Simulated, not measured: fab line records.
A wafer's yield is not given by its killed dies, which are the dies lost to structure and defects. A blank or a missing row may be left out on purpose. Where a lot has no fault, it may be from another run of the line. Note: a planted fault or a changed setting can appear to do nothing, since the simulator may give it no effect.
One fault through the eyes of 2 desks | flow sfq line | only its own numbers are on each desk; what lay behind them is given at the end

== DESK OF THE TOOL OWNER: pvd sputter-06 ==
The tool's own readings at SFQ_TRILAYER_M6_DEP_SPUTTER_157 (material Nb, target thk 200 nm, time 133.3 s): means of the sampled wafers that have a number, for each lot that ran on this tool. Any lot whose mean is over 4 standard deviations away from the usual mean is out of limits and marked OUT; that distance is given in the brackets.
Columns: A = substrate temp c at SFQ_TRILAYER_M6_DEP_SPUTTER_157, usual 20.01 C; B = throttle valve pct at SFQ_TRILAYER_M6_DEP_SPUTTER_157, usual 30.1 %
lot  | first seen here | A     | B
L429 | day 61 01:15    | 20.15 | 29.7
L432 | day 67 07:01    | 19.85 | 30.0
L435 | day 67 17:28    | 20.04 | 30.0
L443 | day 70 21:10    | 20.05 | 30.6
L445 | day 71 00:44    | 19.94 | 30.1
L451 | day 73 02:56    | 19.97 | 28.9
This desk's verdict: no lot among the 6 shows anything out of limits.

== FROM THE METROLOGY DESK ==
What the gauges read for every lot (on any tool): the sampled wafers with a number, averaged. Any lot whose mean is over 4 standard deviations away from the usual mean is out of limits and marked OUT; that distance is given in the brackets.
Columns: A = M6_NB_RS at SFQ_M6_RS_MEAS_938, usual 0.889 ohm/sq
lot  | first seen here | A
L429 | day 61 01:20    | 0.893
L430 | day 61 09:44    | 0.891
L431 | day 61 14:34    | 0.895
L432 | day 67 07:08    | 0.886
L433 | day 67 13:58    | 0.891
L435 | day 67 17:35    | 0.886
L443 | day 70 21:17    | 0.708 (-19) OUT
L445 | day 71 00:50    | 0.534 (-38) OUT
L446 | day 71 03:16    | 0.888
L447 | day 71 04:25    | 0.871
L448 | day 71 05:37    | 0.873
L449 | day 72 17:25    | 0.895
L451 | day 73 03:02    | 0.884
L452 | day 73 05:26    | 0.887
This desk reports L443, L445 out of limits; the earliest was L443 at day 70 21:17 (M6_NB_RS at SFQ_M6_RS_MEAS_938). In limits: L429, L430, L431, L432, L433, L435, L446, L447, L448, L449, L451, L452.

== PUT TOGETHER ==
L443, L445 would have let the metrology desk raise an alarm at day 70 21:17.
Nothing out of limits was seen by the tool owner's desk.
The tool owner's desk has L443, L445 on record, within its limits.
Of the lots named, all ran SFQ_TRILAYER_M6_DEP_SPUTTER_157 on pvd sputter-06.

== WHAT THE SIMULATOR HAD PUT IN ==
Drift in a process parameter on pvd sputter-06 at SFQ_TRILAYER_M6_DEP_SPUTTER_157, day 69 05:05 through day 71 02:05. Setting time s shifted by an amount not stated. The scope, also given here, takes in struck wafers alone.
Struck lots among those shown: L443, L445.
Delay in hours, fault start to first out-of-limits reading, per desk: metrology desk 40.
